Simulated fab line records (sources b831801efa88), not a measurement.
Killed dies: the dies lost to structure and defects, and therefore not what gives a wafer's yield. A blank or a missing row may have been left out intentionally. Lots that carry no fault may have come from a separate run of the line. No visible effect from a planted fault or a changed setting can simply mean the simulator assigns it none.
fab line records    flow sky130
record: lots: 10  wafers: 30  lastDay: 46
route steps=708 shown GATE_OXIDE@201 LDD_P@264 LDD_HVP@285 PAD_OPEN@708
lots that met no fault: from a run of the same line without faults
startH: the number of hours between the record's first day and the start of the first shown wafer of the lot    waitH: how many hours have passed since the lot's step before this one    " unchanged from the row above    L1.1+2: a row that stands for several wafers    - no value present, or no start provided    * or withheld: withheld    < > ~ a bound
route shown NAME@n: names a module that has steps shown in the file, with the first one's number in the route    usual: the fault-free wafers' mean and standard deviation    same: alike in all rows    chamber/n: place in a boat    sites: readings site by site    _std_site: their standard deviation    _edge_site: the outer-site mean with the inner-site mean subtracted    radiusMm: for every site, how far away it sits from the centre of the wafer    mask NAME#n: copy n    behind: the most recent tool/chamber to have shaped the wafer    hold: what put the lot on hold/how long, in hours/how the hold closed    device: which transistor (n, p or np) failed to switch    end of line: the tests these same wafers got at the end of their route    a step without rows: its recipe alone    killed: dies lost to structure and defects at the first sort, not the wafer's yield    map: shows each die of a wafer: x if killed, . if not, _ if none is there
set.NAME: setting as actually run; set.NAME@STEP: the setting as run at that earlier step    model.NAME: the simulator's own value behind a step, which no gauge read
a sample of lots followed through the steps of the route, with each step as a table and each wafer as a row
services: a tool's chamber out of use, with start hour (startH, from the record's first day; less than 0 if before it), hours out, and reason
== steps ==
step: SKY_GATE_OXIDE_TW_MEAS_14
usual: GATE_OXIDE_TW: 224.5/1.5
lot.wafer  tool          chamber  startH  waitH  GATE_OXIDE_TW
L377.1     filmMetro-04  -        320.14  0.1    224.3
L377.4     "             -        "       "      224.8
L377.5     "             -        "       "      224.8
L376.3     filmMetro-01  -        320.72  0.1    222.9
L376.4     "             -        "       "      221.7
L376.6     "             -        "       "      222.5
L378.1     filmMetro-02  -        325.05  0.1    226.9
L378.4     "             -        "       "      226.8
L378.6     "             -        "       "      226.8
L379.2     filmMetro-01  -        326.46  0.1    222.8
L379.3     "             -        "       "      223.2
L379.6     "             -        "       "      223.6
L380.3     filmMetro-02  -        332.37  0.1    226.5
L380.4     "             -        "       "      225.4
L380.5     "             -        "       "      226.9
L381.1     filmMetro-01  -        344.79  0.1    223.3
L381.3     "             -        "       "      223.8
L381.5     "             -        "       "      223.6
L382.2     filmMetro-04  -        358.59  0.1    225.1
L382.5     "             -        "       "      225.0
L382.6     "             -        "       "      223.1
L383.1     filmMetro-04  -        370.32  0.1    225.9
L383.2     "             -        "       "      224.6
L383.5     "             -        "       "      225.2
L384.4     filmMetro-02  -        383.93  0.1    225.4
L384.5     "             -        "       "      225.1
L384.6     "             -        "       "      226.2
L385.1     filmMetro-02  -        396.60  0.1    224.9
L385.3     "             -        "       "      225.7
L385.5     "             -        "       "      226.1
step: SKY_LDD_P_IMPLANT_09
recipe: species: BF2  energyKev: 25  doseCm2: 1e+13  tiltDeg: withheld
usual: implantIonAmu: 49/0
lot.wafer  tool          chamber  startH  waitH  implantIonAmu
L377.1     implanter-04  0        443.44  0.0    49
L377.4     "             0        "       "      49
L377.5     "             0        "       "      49
L376.3     implanter-03  0        446.26  0.1    49
L376.4     "             0        "       "      49
L376.6     "             0        "       "      49
L378.1     implanter-03  0        450.61  0.0    49
L378.4     "             0        "       "      49
L378.6     "             0        "       "      49
L379.2     implanter-03  0        453.75  0.0    49
L379.3     "             0        "       "      49
L379.6     "             0        "       "      49
L380.3     implanter-01  0        460.31  0.1    49
L380.4     "             0        "       "      49
L380.5     "             0        "       "      49
L381.1     implanter-03  0        472.61  0.0    49
L381.3     "             0        "       "      49
L381.5     "             0        "       "      49
L382.2     implanter-04  0        486.99  0.1    75
L382.5     "             0        "       "      75
L382.6     "             0        "       "      75
L383.1     implanter-04  0        502.19  0.0    75
L383.2     "             0        "       "      75
L383.5     "             0        "       "      75
L384.4     implanter-04  0        514.13  0.1    75
L384.5     "             0        "       "      75
L384.6     "             0        "       "      75
L385.1     implanter-01  0        529.87  0.0    75
L385.3     "             0        "       "      75
L385.5     "             0        "       "      75
step: SKY_LDD_P_TW_MEAS_11
usual: LDD_P_TW: 638/4.4
lot.wafer  tool          chamber  startH  waitH  hold                     LDD_P_TW
L377.1     filmMetro-02  -        443.69  0.1    -                        643
L377.4     "             -        "       "      -                        647
L377.5     "             -        "       "      -                        641
L376.3     filmMetro-04  -        446.48  0.1    -                        637
L376.4     "             -        "       "      -                        636
L376.6     "             -        "       "      -                        637
L378.1     filmMetro-01  -        450.86  0.1    -                        634
L378.4     "             -        "       "      -                        632
L378.6     "             -        "       "      -                        629
L379.2     filmMetro-02  -        453.98  0.1    -                        646
L379.3     "             -        "       "      -                        644
L379.6     "             -        "       "      -                        643
L380.3     filmMetro-04  -        460.53  0.1    -                        636
L380.4     "             -        "       "      -                        637
L380.5     "             -        "       "      -                        638
L381.1     filmMetro-02  -        472.86  0.1    -                        640
L381.3     "             -        "       "      -                        640
L381.5     "             -        "       "      -                        638
L382.2     filmMetro-02  -        487.23  0.1    awaitDispo/0.2h/release  1055
L382.5     "             -        "       "      awaitDispo/0.2h/release  1056
L382.6     "             -        "       "      awaitDispo/0.2h/release  1060
L382.2     filmMetro-02  -        487.45  0.2    -                        1059
L382.5     "             -        "       "      -                        1056
L382.6     "             -        "       "      -                        1055
L383.1     filmMetro-02  -        502.44  0.1    awaitDispo/0.2h/release  1055
L383.2     "             -        "       "      awaitDispo/0.2h/release  1064
L383.5     "             -        "       "      awaitDispo/0.2h/release  1061
L383.1     filmMetro-02  -        502.66  0.2    -                        1058
L383.2     "             -        "       "      -                        1053
L383.5     "             -        "       "      -                        1057
L384.4     filmMetro-02  -        514.34  0.1    awaitDispo/0.2h/release  1058
L384.5     "             -        "       "      awaitDispo/0.2h/release  1062
L384.6     "             -        "       "      awaitDispo/0.2h/release  1058
L384.4     filmMetro-02  -        514.56  0.2    -                        1059
L384.5     "             -        "       "      -                        1057
L384.6     "             -        "       "      -                        1059
L385.1     filmMetro-01  -        530.12  0.1    awaitDispo/0.2h/release  1053
L385.3     "             -        "       "      awaitDispo/0.2h/release  1049
L385.5     "             -        "       "      awaitDispo/0.2h/release  1043
L385.1     filmMetro-01  -        530.35  0.2    -                        1052
L385.3     "             -        "       "      -                        1046
L385.5     "             -        "       "      -                        1049
step: SKY_LDD_HVP_OVL_MEAS_07
usual: LDD_HVP_OVL: 0.2/1.3
lot.wafer  tool        chamber  startH  waitH  LDD_HVP_OVL[nm]
L377.1     overlay-02  -        505.55  0.1    1.1
L377.4     "           -        "       "      0.9
L377.5     "           -        "       "      -0.8
L376.3     overlay-02  -        508.01  0.1    -0.6
L376.4     "           -        "       "      1.7
L376.6     "           -        "       "      -0.2
L378.1     overlay-02  -        512.79  0.1    -1.4
L378.4     "           -        "       "      0.1
L378.6     "           -        "       "      -3.1
L379.2     overlay-02  -        515.70  0.1    1.8
L379.3     "           -        "       "      0.6
L379.6     "           -        "       "      1.8
L380.3     overlay-02  -        521.36  0.1    1.3
L380.4     "           -        "       "      0.2
L380.5     "           -        "       "      2.1
L381.1     overlay-02  -        533.70  0.1    -0.7
L381.3     "           -        "       "      1.6
L381.5     "           -        "       "      -1.4
step: SKY_LDD_HVP_STRIP_09
recipe: chemistry: O2/N2  powerW: 1400  pressureMtorr: 1500  platenTempC: withheld  o2FlowSccm: 3000  n2FlowSccm: 300  overashFraction: 0.5
usual: drypumpMotorCurrentA: 5.3/0.34  o2FlowSccm: 3000/9.4  oesProductAu: 0.409/0.0048  stripTimeToEndpointS: 4.127/0.016
same: overashFraction: 0.5
lot.wafer  tool            chamber  startH  waitH  drypumpMotorCurrentA  o2FlowSccm  oesProductAu  rfHoursCounterH  stripTimeToEndpointS
L377.1     plasmaAsher-03  0        505.74  0.1    5.2                   3008        0.411         7                4.134
L377.4     "               0        "       "      5.2                   3004        0.410         -                4.137
L377.5     "               1        "       "      5.3                   3015        0.410         -                4.141
L376.3     plasmaAsher-04  0        508.22  0.1    5.5                   2977        0.402         -                4.132
L376.4     "               1        "       "      5.3                   3009        0.404         -                4.111
L376.6     "               1        "       "      5.3                   3005        0.412         -                4.123
L378.1     plasmaAsher-04  1        512.98  0.1    5.3                   3001        0.405         39               4.139
L378.4     "               0        "       "      5.5                   2988        0.415         -                4.105
L378.6     "               1        "       "      5.3                   2997        0.405         -                4.133
L379.2     plasmaAsher-04  1        515.88  0.1    5.3                   2996        0.406         39               4.122
L379.3     "               0        "       "      5.5                   2979        0.400         -                4.123
L379.6     "               0        "       "      5.6                   2992        0.403         -                4.124
L380.3     plasmaAsher-04  0        521.57  0.1    5.5                   2999        0.405         -                4.104
L380.4     "               1        "       "      5.3                   2988        0.415         -                4.105
L380.5     "               0        "       "      5.6                   2992        0.412         -                4.111
L381.1     plasmaAsher-01  0        533.88  0.1    5.8                   2983        0.415         86               4.108
L381.3     "               1        "       "      4.7                   3016        0.409         -                4.102
L381.5     "               0        "       "      5.9                   2997        0.409         -                4.124
step: SKY_PAD_OPEN_PROBE_99
usual: defectLimitedYield: 82.5/1.9  killed_at_M0_to_M3: 43/7.2  killed_at_M4_up: 3.1/1.8  killedAtContacts: 24/5.4  killedAtFrontEnd: 15/4.4  killedAtOther: 0.4/0.56  killedDies: 86/9.3  killedOpen: 47/6.9  killedShort: 39/6.6  sort_bin_3_pad_short: 0.9/0.43  sort_bin_5_function: 10.4/1.5  sort_bin_6_memory: 6.2/1.1  sortNPass: 406/9.3  sortYieldPct: 82.5/1.9
same: grossDies: 492  killedAtBackSide: 0  sort_bin_4_leakage[%]: 0  sort_bin_8_speed[%]: 0
lot.wafer  tool       chamber  startH   waitH  defectLimitedYield[%]  killed_at_M0_to_M3  killed_at_M4_up  killedAtContacts  killedAtFrontEnd  killedAtOther  killedDies  killedOpen  killedShort  sort_bin_3_pad_short[%]  sort_bin_5_function[%]  sort_bin_6_memory[%]  sortNPass  sortYieldPct[%]
L377.1     prober-01  -        1084.52  0.1    80.7                   46                  1                26                22                0              95          52          43           0.6                      11.8                    6.9                   397        80.7
L377.4     prober-01  -        1084.67  0.2    83.9                   45                  3                17                14                0              79          45          34           0.8                      10.8                    4.5                   413        83.9
L377.5     prober-01  -        1084.72  0.2    79.7                   61                  4                18                17                0              100         58          42           1.2                      11.4                    7.7                   392        79.7
L376.3     prober-02  -        1088.77  0.2    84.3                   31                  4                19                23                0              77          55          22           0.6                      10.0                    5.1                   415        84.3
L376.4     prober-02  -        1088.82  0.2    81.5                   37                  7                23                24                0              91          45          46           1.4                      11.2                    5.9                   401        81.5
L376.6     prober-02  -        1088.92  0.2    80.9                   44                  3                23                24                0              94          54          40           0.6                      12.0                    6.5                   398        80.9
L378.1     prober-01  -        1092.26  0.1    85.4                   38                  6                15                13                0              72          40          32           0.4                      9.8                     4.5                   420        85.4
L378.4     prober-01  -        1092.41  0.2    83.1                   37                  2                23                21                0              83          48          35           1.0                      11.0                    4.9                   409        83.1
L378.6     prober-01  -        1092.51  0.2    81.7                   43                  4                27                15                1              90          50          40           1.0                      10.8                    6.5                   402        81.7
L379.2     prober-02  -        1093.60  0.1    83.3                   42                  3                23                14                0              82          40          42           0.2                      10.2                    6.3                   410        83.3
L379.3     prober-02  -        1093.65  0.2    83.9                   42                  4                20                13                0              79          36          43           0.6                      10.6                    4.9                   413        83.9
L379.6     prober-02  -        1093.80  0.2    82.1                   44                  5                19                19                1              88          47          41           1.2                      11.0                    5.7                   404        82.1
L380.3     prober-01  -        1095.42  0.2    79.5                   50                  5                25                20                1              101         59          42           0.8                      12.2                    7.5                   391        79.5
L380.4     prober-01  -        1095.47  0.2    79.7                   45                  5                31                19                0              100         46          54           1.2                      12.6                    6.5                   392        79.7
L380.5     prober-01  -        1095.52  0.2    80.5                   52                  4                21                19                0              96          48          48           1.8                      12.0                    5.7                   396        80.5
L381.1     prober-02  -        1104.11  0.1    82.9                   39                  4                26                14                1              84          43          41           0.2                      11.4                    5.5                   408        82.9
L381.3     prober-02  -        1104.21  0.2    85.0                   50                  0                11                13                0              74          40          34           1.2                      7.9                     5.9                   418        85.0
L381.5     prober-02  -        1104.31  0.2    82.3                   39                  1                24                22                1              87          45          42           1.0                      9.8                     6.9                   405        82.3
killed by level:class
L377.1 VIA1:geometricParticle:open=14 LI_CONTACT:geometricParticle:open=8 FIELD_ISO:geometricParticle:short=6 CONTACT:geometricParticle:open=6 VIA2:geometricParticle:open=6 LI_CONTACT:geometricParticle:short=5 VIA1:geometricParticle:short=5 VIA3:geometricParticle:open=5
L377.4 CONTACT:geometricParticle:open=10 VIA3:geometricParticle:open=10 VIA2:geometricParticle:open=7 VIA1:geometricParticle:open=5 METAL2:geometricParticle:short=5 POLY_GATE:geometricParticle:open=4 POLY_GATE:geometricParticle:short=4 VIA1:geometricParticle:short=4
L377.5 VIA1:geometricParticle:open=16 VIA2:geometricParticle:open=8 VIA3:geometricParticle:open=7 FIELD_ISO:geometricParticle:open=6 METAL1:geometricParticle:short=6 VIA1:geometricParticle:short=6 LI_CONTACT:geometricParticle:open=5 LOCAL_INTERCONNECT:geometricParticle:short=5
L376.3 VIA2:geometricParticle:open=9 LI_CONTACT:geometricParticle:open=8 VIA1:geometricParticle:open=8 POLY_GATE:geometricParticle:open=7 CONTACT:geometricParticle:open=7 FIELD_ISO:geometricParticle:open=6 VIA3:geometricParticle:open=5 FIELD_ISO:geometricParticle:short=4
L376.4 FIELD_ISO:geometricParticle:open=11 VIA1:geometricParticle:short=8 FIELD_ISO:geometricParticle:short=7 CONTACT:geometricParticle:short=7 CONTACT:geometricParticle:open=7 VIA1:geometricParticle:open=7 METAL1:geometricParticle:short=6 METAL2:geometricParticle:short=4
L376.6 VIA1:geometricParticle:open=15 FIELD_ISO:geometricParticle:short=7 CONTACT:geometricParticle:open=7 POLY_GATE:geometricParticle:short=6 LI_CONTACT:geometricParticle:open=5 CONTACT:geometricParticle:short=5 METAL1:geometricParticle:short=5 VIA3:geometricParticle:open=5
L378.1 VIA1:geometricParticle:open=15 METAL2:geometricParticle:short=6 CONTACT:geometricParticle:open=5 CONTACT:geometricParticle:short=4 METAL1:geometricParticle:short=4 VIA2:geometricParticle:open=4 FIELD_ISO:geometricParticle:open=3 POLY_GATE:geometricParticle:short=3
L378.4 VIA3:geometricParticle:open=8 LI_CONTACT:geometricParticle:open=7 VIA1:geometricParticle:open=7 VIA2:geometricParticle:open=6 FIELD_ISO:geometricParticle:open=5 FIELD_ISO:geometricParticle:short=5 LOCAL_INTERCONNECT:geometricParticle:short=5 POLY_GATE:geometricParticle:open=4
L378.6 VIA1:geometricParticle:open=9 CONTACT:geometricParticle:open=8 VIA3:geometricParticle:open=7 FIELD_ISO:geometricParticle:short=6 LI_CONTACT:geometricParticle:open=6 VIA2:geometricParticle:open=6 LOCAL_INTERCONNECT:geometricParticle:short=5 METAL2:geometricParticle:short=5
L379.2 CONTACT:geometricParticle:open=8 VIA2:geometricParticle:open=8 CONTACT:geometricParticle:short=7 VIA1:geometricParticle:open=7 VIA2:geometricParticle:short=5 METAL3:geometricParticle:short=5 POLY_GATE:geometricParticle:short=4 LI_CONTACT:geometricParticle:short=4
L379.3 VIA1:geometricParticle:open=9 CONTACT:geometricParticle:open=7 METAL3:geometricParticle:short=6 VIA2:geometricParticle:open=5 CONTACT:geometricParticle:short=5 METAL2:geometricParticle:short=5 POLY_GATE:geometricParticle:short=4 VIA1:geometricParticle:short=4
L379.6 CONTACT:geometricParticle:open=9 VIA1:geometricParticle:open=8 LI_CONTACT:geometricParticle:open=6 VIA3:geometricParticle:open=6 VIA1:geometricParticle:short=5 VIA2:geometricParticle:short=5 VIA2:geometricParticle:open=5 POLY_GATE:geometricParticle:open=4
L380.3 VIA1:geometricParticle:open=13 VIA2:geometricParticle:open=11 LI_CONTACT:geometricParticle:open=9 CONTACT:geometricParticle:open=7 POLY_GATE:geometricParticle:short=6 METAL1:geometricParticle:short=6 METAL2:geometricParticle:short=5 FIELD_ISO:geometricParticle:open=4
L380.4 CONTACT:geometricParticle:open=14 VIA1:geometricParticle:open=9 METAL3:geometricParticle:short=7 POLY_GATE:geometricParticle:short=6 CONTACT:geometricParticle:short=6 METAL1:geometricParticle:short=6 FIELD_ISO:geometricParticle:open=5 LI_CONTACT:geometricParticle:open=5
L380.5 VIA1:geometricParticle:open=11 VIA3:geometricParticle:open=9 CONTACT:geometricParticle:open=8 METAL1:geometricParticle:short=8 FIELD_ISO:geometricParticle:short=6 CONTACT:geometricParticle:short=6 VIA2:geometricParticle:open=6 POLY_GATE:geometricParticle:short=5
L381.1 LOCAL_INTERCONNECT:geometricParticle:short=7 CONTACT:geometricParticle:open=7 VIA2:geometricParticle:open=7 VIA1:geometricParticle:open=7 LI_CONTACT:geometricParticle:open=6 VIA3:geometricParticle:open=5 CONTACT:geometricParticle:short=4 VIA1:geometricParticle:short=4
L381.3 VIA1:geometricParticle:open=9 METAL1:geometricParticle:short=9 VIA2:geometricParticle:open=7 VIA3:geometricParticle:open=5 POLY_GATE:geometricParticle:short=4 VIA1:geometricParticle:short=4 METAL1:geometricParticle:open=4 POLY_GATE:geometricParticle:open=3
L381.5 VIA1:geometricParticle:open=10 CONTACT:geometricParticle:open=8 VIA3:geometricParticle:open=7 POLY_GATE:geometricParticle:short=6 LI_CONTACT:geometricParticle:open=6 FIELD_ISO:geometricParticle:short=5 METAL2:geometricParticle:short=5 FIELD_ISO:geometricParticle:open=4
== services ==
tool            chamber  startH  hours  kind
plasmaAsher-03  -        421.25  9.0    pm
plasmaAsher-03  0        421.25  9.0    ventCycle
plasmaAsher-03  1        421.25  9.0    ventCycle
plasmaAsher-01  -        422.56  2.8    pm
plasmaAsher-04  -        429.20  8.1    repair
plasmaAsher-03  0        430.25  -      clean
plasmaAsher-03  1        430.25  -      clean
plasmaAsher-01  -        437.41  0.7    repair
implanter-04    -        438.13  1.0    repair
plasmaAsher-03  -        447.01  2.4    repair
implanter-01    -        472.03  17.6   repair
implanter-03    -        484.74  2.4    repair
implanter-01    -        489.68  2.2    pm
implanter-04    -        492.88  9.3    repair
implanter-01    -        520.50  3.8    repair
plasmaAsher-01  -        526.68  3.8    repair
== key ==
firstSign: step: SKY_LDD_P_IMPLANT_09  reading: implantIonAmu  direction: up  sigmas: 99+  usual: 49  struck: 75
effect: step: SKY_LDD_P_TW_MEAS_11  reading: visit  direction: added
effect: step: SKY_LDD_P_TW_MEAS_11  reading: LDD_P_TW  direction: up  sigmas: 94  usual: 638  struck: 1056
metAt SKY_LDD_P_IMPLANT_09
struckLots L382,L383,L384,L385
scrappedBehind SKY_LDD_P_TW_MEAS_11 L382.2,L382.5,L382.6,L383.1,L383.2,L383.5,L384.4,L384.5,L384.6,L385.1,L385.3,L385.5
notActingAt SKY_GATE_OXIDE_TW_MEAS_14,SKY_LDD_HVP_OVL_MEAS_07,SKY_LDD_HVP_STRIP_09
onsetBetween 460.31 486.99
fault: kind: wrongRecipeDownload  tool: implanter-01,implanter-03,implanter-04  chamber: -  onsetH: 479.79  steps: SKY_LDD_P_IMPLANT_09  wrongRecipe.notListed: 1
